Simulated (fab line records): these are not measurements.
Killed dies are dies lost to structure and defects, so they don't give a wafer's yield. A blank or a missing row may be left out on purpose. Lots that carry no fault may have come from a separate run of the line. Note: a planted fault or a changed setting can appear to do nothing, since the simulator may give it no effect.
The tool behind it: which one?	flow sky130	39 wafers from 13 lots sampled at 3 of the route's 708 steps

WHAT THE GAUGES SHOWED, per wafer
SKY_METAL1_RS_MEAS_05: uses a four-point probe to measure.
lot	measured	on	METAL1_ALCU_RS (ohm/sq)
L701	day 31 20:26	film_metro-02	0.1257 0.1255 0.1263
L702	day 32 06:54	film_metro-02	0.1249 0.1249 0.1240
L703	day 32 08:48	film_metro-02	0.1292 0.1297 0.1294
L708	day 34 07:58	film_metro-02	0.1270 0.1271 0.1278
L711	day 36 02:38	film_metro-04	0.1274 0.1261 0.1281
L712	day 36 05:33	film_metro-04	0.1277 0.1271 0.1279
L714	day 36 07:18	film_metro-01	0.1274 0.1262 0.1272
L717	day 37 06:28	film_metro-02	0.1273 0.1260 0.1266
L719	day 38 06:37	film_metro-01	0.1275 0.1272 0.1277
L720	day 38 08:46	film_metro-02	0.1261 0.1276 0.1264
L721	day 38 13:14	film_metro-04	0.1270 0.1263 0.1269
L722	day 38 20:01	film_metro-01	0.1267 0.1269 0.1273
L723	day 38 22:18	film_metro-04	0.1265 0.1266 0.1272

SKY_VIA1_OVL_MEAS_13.
lot	measured	on	VIA1_OVL (nm)
L701	day 34 04:10	overlay-02	8 5 6
L702	day 34 13:49	overlay-02	-4 -3 -5
L703	day 34 15:44	overlay-02	8 2 7
L708	day 36 14:37	overlay-02	1 -3 -2
L711	day 38 07:32	overlay-02	11 3 6
L712	day 38 11:10	overlay-01	0 2 2
L714	day 38 12:42	overlay-01	-6 -1 3
L717	day 39 10:30	overlay-01	4 -1 6
L719	day 40 09:56	overlay-01	0 -2 5
L720	day 40 12:17	overlay-02	6 10 -4
L721	day 40 16:28	overlay-02	9 -5 9
L722	day 40 23:08	overlay-01	6 4 4
L723	day 41 00:32	overlay-01	1 -8 -1

WHAT TOOL EACH LOT RAN ON (gives the tool, then ch and the chambers of the sampled wafers, and finally the start)
lot	SKY_CONTACT_DEVELOP_13
L701	litho_track-01 ch 0, day 31 18:00
L702	litho_track-02 ch 0, day 32 05:00
L703	litho_track-02 ch 0, day 32 06:00
L708	litho_track-01 ch 0, day 34 06:00
L711	litho_track-01 ch 0, day 36 00:00
L712	litho_track-03 ch 0, day 36 03:00
L714	litho_track-03 ch 0, day 36 05:00
L717	litho_track-03 ch 0, day 37 04:00
L719	litho_track-02 ch 0, day 38 04:00
L720	litho_track-01 ch 0, day 38 06:00
L721	litho_track-03 ch 0, day 38 11:00
L722	litho_track-03 ch 0, day 38 18:00
L723	litho_track-01 ch 0, day 38 20:00
- SKY_CONTACT_DEVELOP_13: develop time 60 s.

AS READ BY THE TOOLS THEMSELVES (means over the sampled wafers that have a number; for cases with no such wafer, the mark the record gives instead)
SKY_CONTACT_DEVELOP_13.
lot	tool	developer_temp_C (C)
L701	litho_track-01	21.03
L702	litho_track-02	21.04
L703	litho_track-02	21.03
L708	litho_track-01	23.04
L711	litho_track-01	23.12
L712	litho_track-03	21.07
L714	litho_track-03	21.06
L717	litho_track-03	20.99
L719	litho_track-02	21.02
L720	litho_track-01	20.94
L721	litho_track-03	20.93
L722	litho_track-03	20.96
L723	litho_track-01	21.01

THE ANSWER, worked out from the rows above alone
Rule: the lots themselves supply what counts as usual. The widest of any qualifying gaps counts: lots, ordered by their means at a reading, are off when they make up no more than a third of the lots, leave a main group of 4 or more, and stand apart from it by 3 or more times the standard deviation of that group's means. Not used: any main group whose means are identical at the precision the tables above print for the reading. Also off: a lot with no number at a reading for which 4 or more lots have one. The other lots that the step has rows for count as sound. First the gauges in route order, then the tools' own readings, where a lot's mean is used as printed above. At the first step where some lot is off, the reading lying furthest off is the one used; lots without a number count as furthest.
Off at SKY_CONTACT_DEVELOP_13 (developer_temp_C): L708, L711. The main group: mean 21.01 C, standard deviation 0.045.
If a tool, at that step or one of the process steps before it, ran each lot that is off and ran no sound lot following the first of them, it fits. No candidate that was tried fits.

WHAT WAS PUT IN BY THE SIMULATOR
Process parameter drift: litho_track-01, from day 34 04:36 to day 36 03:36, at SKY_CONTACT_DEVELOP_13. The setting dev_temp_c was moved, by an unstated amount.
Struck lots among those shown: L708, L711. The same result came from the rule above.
